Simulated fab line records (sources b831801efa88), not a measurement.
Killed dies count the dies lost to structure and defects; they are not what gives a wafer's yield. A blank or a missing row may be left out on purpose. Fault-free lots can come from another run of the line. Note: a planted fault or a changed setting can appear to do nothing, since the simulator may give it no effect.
8D (eight disciplines) problem report, filled in by code -- flow sky130 -- the parts of the form that need people (team, actions taken, sign-off) are left out

== 1. PROBLEM STATEMENT ==
SD_N_RS at SKY_SD_N_RS_MEAS_16 reads a mean of 67.59 ohm/sq on 9 wafers of 3 lots; wafers without a fault read 68.61 ohm/sq with a standard deviation of 0.12. That is -8.5 standard deviations from the usual mean.
The step: measures by four-point-probe.
First observed at day 33 21:25: wafer L528.1, on film metro-02. At this step, 33 wafers from 11 lots have a number in the record. Rule for "out" (also "out of limits"): further than 4 standard deviations from the usual mean. The rest of the wafers with a number are treated as sound.

== 2. WHAT IT IS, WHAT IT ISN'T ==
question,is,is not
which readings at this step,SD_N_RS,-
which lots,"L528, L529, L530","L511, L512, L513, L514, L519, L521, L522, L526"
which wafers of those lots,all that have a number,-
read on which gauges,"film metro-02, film metro-03",-
when,from day 33 21:25,up to then (24 sound wafers)

== 3. WHAT RULES OUT EACH SUSPECT ==
Counting: a tool stays on the suspect list if, at a process step up to the reading, it processed all lots that are out and no sound lot following the first of them.
- the gauge at SKY_SD_N_RS_MEAS_16 is ruled out. Those wafers that are out were read across 2 gauges (film metro-02, film metro-03).
- implanter-03 at SKY_SD_N_IMPLANT_09: kept. It processed each lot that is out, first L528 at day 33 20:43, and no sound lot thereafter; up to then, the last sound lot it processed was L522 at day 31 22:16. Its own end station pressure torr readings are out on those wafers.
Remaining after the count: implanter-03 at SKY_SD_N_IMPLANT_09.

== 4. THE CAUSE (what the simulator had put in) ==
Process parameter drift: implanter-03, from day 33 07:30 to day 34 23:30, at SKY_SD_N_IMPLANT_09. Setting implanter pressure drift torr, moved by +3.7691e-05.
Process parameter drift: implanter-03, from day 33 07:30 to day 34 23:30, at SKY_SD_N_IMPLANT_09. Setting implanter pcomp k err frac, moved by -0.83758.
Only this tool survived the counting.

== 5. THE EFFECT CHAIN, in route order ==
Each row: a reading where the mean over the struck wafers with a number is more than 3 standard deviations away from the usual. Only readings for which the record gives a usual standard deviation are gone through. hours: the time from each lot's start at the first step in this table that gives one to its start at this step, as a median over the lots. sigmas: the change in usual standard deviations.
hours,step,reading,usual,on struck wafers,change,sigmas
0,SKY_SD_N_IMPLANT_09,end station pressure torr,1.41e-05 Torr,5.26e-05,+3.85e-05,+32
0,SKY_SD_N_STRIP_11,strip time to endpoint s,22.56 s,23.09,+0.53,+13
1,SKY_SD_N_RS_MEAS_16,SD_N_RS,68.61 ohm/sq,67.59,-1.02,-8.5
It contains these process steps:
- SKY_SD_N_IMPLANT_09
- SKY_SD_N_STRIP_11: strips in O2/N2.

== 6. WHAT WOULD HAVE CAUGHT IT SOONER ==
In this record the first reading out of limits at a measuring or inspecting step was taken at day 33 21:25, 14 hours after the fault began at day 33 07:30.
Tool's own readings at SKY_SD_N_IMPLANT_09, end station pressure torr: out on all struck wafers the step has rows for; an alarm limit on them would have tripped on the first.
L529, L530, from the lots that are out (3), started SKY_SD_N_IMPLANT_09 on implanter-03 later than day 33 21:25. A hold on the tool at that time would have spared those 2.
